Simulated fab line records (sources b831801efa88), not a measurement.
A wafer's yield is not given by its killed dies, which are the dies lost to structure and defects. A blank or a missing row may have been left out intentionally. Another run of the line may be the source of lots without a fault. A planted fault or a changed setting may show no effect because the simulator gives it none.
Struck lot and sound lot, side by side | flow sky130 | 43 out of 708 route steps
Sound: the wafers L479.2, L479.3, L479.4. Struck: wafer L490.5 (L490.1, L490.4, from the same lot, were not struck and are left out); the cause is given at the end.
Each step with rows lists, per side, the tool, then ch with its chambers, then its first start. Under that, the readings that differ: sound wafers | struck wafers | difference of the means | sigmas: that difference in standard deviations of wafers without a fault.
alike: readings whose means differ by less than 2 such deviations, and words and numbers that are the same on both sides. not compared: withheld readings, readings that some wafer has no value for, bounds like >300 that may hide the same value, and numbers for which the record gives no deviation and whose values overlap.
Wherever a step has rows on one side only, a row that says differs or no value, or a row with sigmas, the two part there. Numbers that don't overlap but have no deviation are shown without sigmas and don't part them. A reading missing from all wafers of one side parts the sides only when that side holds two or more wafers.

SKY_VIA2_OVL_MEAS_13:
  sound on overlay-02, day 36 18:15; struck on overlay-02, day 40 05:40
  alike: VIA2_OVL
then, 7 steps without rows for these wafers: SKY_VIA2_ETCH_14 (etches BARC in N2/H2, stops on SiO2, time 45.9 s, target depth 60 nm); SKY_VIA2_ETCH_15 (etches SiO2 in C4F8/O2/Ar, stops on TiN, target depth 546 nm, time 84 s); SKY_VIA2_STRIP_16 (strips in O2/N2); SKY_VIA2_STRIP_17 (strips in post etch residue remover, time 1200 s); SKY_VIA2_CLEAN_18 (cleans in IPA, time 180 s); SKY_VIA2_CLEAN_19 (cleans in O3/DIW); SKY_VIA2_SPUTTER_20 (material TiN, target thk 20 nm, time 80 s).
SKY_VIA2_CVD_21: deposits W, target thk 420 nm, time 126.4 s.
  sound on cvd_w-01 ch 0,1, day 36 19:29; struck on cvd_w-01 ch 1, day 40 06:29
  alike: chamber_pressure_Torr, heater_power_w, susceptor_temp_C
SKY_VIA2_RS_MEAS_22: the measuring method here is four-point-probe.
  sound on film_metro-04, day 36 19:38; struck on film_metro-02, day 40 06:37
  reading            | sound             | struck | difference | sigmas
  VIA2_W_RS (ohm/sq) | 0.277 0.273 0.275 | 0.268  | -0.007     | -2
SKY_VIA2_THK_MEAS_23: measures by xrf.
  sound on film_metro-04, day 36 19:45; struck on film_metro-02, day 40 06:44
  reading         | sound       | struck | difference | sigmas
  VIA2_W_THK (nm) | 405 413 412 | 426    | +16        | +3
SKY_VIA2_CMP_24: polishes, stops on SiO2, t overpolish 20 s, target thk 0 nm.
  sound on cmp-02 ch 1,2,3, day 36 19:48; struck on cmp-01 ch 1, day 40 06:50
  alike: motor_current_A, overpolish_run_s, time_to_endpoint_s
SKY_METAL3_SPUTTER_00: material Ti, target thk 15 nm, time 10 s.
  sound on pvd_sputter-02, day 36 20:06; struck on pvd_sputter-03, day 40 07:05
  alike: throttle_valve_pct
SKY_METAL3_SPUTTER_01: material TiN, target thk 20 nm, time 16.7 s.
  sound on pvd_sputter-02, day 36 20:07; struck on pvd_sputter-03, day 40 07:07
  alike: throttle_valve_pct
then, 2 steps without rows for these wafers: SKY_METAL3_SPUTTER_02 (material AlCu, target thk 735 nm, time 39.1 s); SKY_METAL3_SPUTTER_03 (material Ti, target thk 5 nm, time 3.3 s).
SKY_METAL3_SPUTTER_04: material TiN, target thk 70 nm, time 58.3 s.
  sound on pvd_sputter-02, day 36 20:13; struck on pvd_sputter-03, day 40 07:12
  alike: throttle_valve_pct
then, 1 step without rows for these wafers: SKY_CAPM_CVD_00 (deposits SiO2, target thk 15.5 nm).
SKY_CAPM_THK_MEAS_01:
  sound on film_metro-01, day 36 20:17; struck on film_metro-03, day 40 07:16
  alike: CAPM_CVD_00_THK
then, 1 step without rows for these wafers: SKY_CAPM_SPUTTER_02 (material TiN, target thk 200 nm, time 166.7 s).
SKY_CAPM_RS_MEAS_03: the measuring method here is four-point-probe.
  sound on film_metro-04, day 36 20:28; struck on film_metro-04, day 40 07:26
  reading              | sound          | struck | difference | sigmas
  CAPM_TIN_RS (ohm/sq) | 6.97 6.93 6.81 | 7.09   | +0.19      | +2
SKY_CAPM_THK_MEAS_04: measures by xrf.
  sound on film_metro-04, day 36 20:35; struck on film_metro-04, day 40 07:34
  reading           | sound             | struck | difference | sigmas
  CAPM_TIN_THK (nm) | 198.0 198.7 202.9 | 194.2  | -5.7       | -2
then, 7 steps without rows for these wafers: SKY_CAPM_DEHYDRATE_05 (time 60 s); SKY_CAPM_HMDS_06 (prime time 60 s); SKY_CAPM_COAT_07 (resist thk 1140 nm); SKY_CAPM_SOFTBAKE_08 (time 60 s); SKY_CAPM_EXPOSE_09 (exposes mask CAPM, target cd 1000 nm); SKY_CAPM_PEB_10; SKY_CAPM_DEVELOP_11 (develop time 60 s).
SKY_CAPM_OVL_MEAS_12:
  sound on overlay-01, day 37 22:33; struck on overlay-02, day 41 07:54
  reading       | sound         | struck | difference | sigmas
  CAPM_OVL (nm) | -0.6 1.7 -2.5 | -3.2   | -2.7       | -2
SKY_CAPM_METAL_ETCH_13: etches TiN in Cl2/BCl3, stops on SiO2, target depth 220 nm, time 62.9 s.
  sound on rie_metal-03 ch 0,1, day 37 22:35; struck on rie_metal-04 ch 0, day 41 07:56
  reading                | sound                | struck | difference | sigmas
  throttle_valve_pct (%) | 21.903 21.899 21.881 | 21.928 | +0.034     | +3
  alike: drypump_motor_current_A, oes_product_au
  not compared: rf_hours_counter_h
then, 11 steps without rows for these wafers: SKY_CAPM_STRIP_14 (strips in O2/N2); SKY_CAPM_STRIP_15 (strips in post etch residue remover, time 1200 s); SKY_CAPM_CLEAN_16 (cleans in IPA, time 180 s); SKY_CAPM_CLEAN_17 (cleans in O3/DIW); SKY_METAL3_DEHYDRATE_05 (time 60 s); SKY_METAL3_HMDS_06 (prime time 60 s); SKY_METAL3_COAT_07 (resist thk 60.43 nm); SKY_METAL3_COAT_08 (resist thk 1140 nm); SKY_METAL3_SOFTBAKE_09 (time 90 s); SKY_METAL3_EXPOSE_10 (exposes mask MM3, target cd 300 nm); SKY_METAL3_PEB_11.
-- the record jumps here: 8 days lie between the struck wafers' starts before and after (it left off in module METAL3 and takes up again in module PAD_OPEN, whose first step shown is number 708 of the route) --
SKY_PAD_OPEN_PROBE_99:
  sound on prober-01, day 46 03:17; struck on prober-01, day 48 21:02
  reading                               | sound               | struck | difference | sigmas
  defect_limited_yield (%)              | 79.7 81.7 81.9      | 76.4   | -4.7       | -2
  killed_at_M0_to_M3                    | 47 46 41            | 83     | +38        | +5
  killed_at_contacts                    | 28 34 27            | 16     | -14        | -3
  killed_at_other                       | 0 0 0               | 1      | +1         | +2
  killed_dies                           | 100 90 89           | 116    | +23        | +2
  killed_open                           | 59 61 44            | 32     | -23        | -3
  sort_bin_5_function (%)               | 11.2 10.2 11.2      | 15.2   | +4.3       | +3
  sort_n_pass                           | 392 402 403         | 376    | -23        | -2
  sort_yield_pct (%)                    | 79.7 81.7 81.9      | 76.4   | -4.7       | -2
  model.etest.tester.sort_n_pass        | 392 402 403         | 376    | -23        |
  model.etest.tester.sort_yield_pct (%) | 79.67 81.71 81.91   | 76.42  | -4.68      |
  model.etest.tester.sort_bin_5_pct (%) | 11.18 10.16 11.18   | 15.24  | +4.40      |
  model.etest.tester.sort_bin_3_pct (%) | 0.6098 0.2033 0.813 | 1.22   | +0.68      |
  alike: killed_at_M4_up, killed_at_front_end, killed_short, sort_bin_3_pad_short, sort_bin_6_memory
  not compared: model.etest.tester.sort_bin_6_pct

WHERE THEY PART
At SKY_VIA2_RS_MEAS_22 first; at SKY_PAD_OPEN_PROBE_99 last (within this record only).

WHY: what had been put in by the simulator
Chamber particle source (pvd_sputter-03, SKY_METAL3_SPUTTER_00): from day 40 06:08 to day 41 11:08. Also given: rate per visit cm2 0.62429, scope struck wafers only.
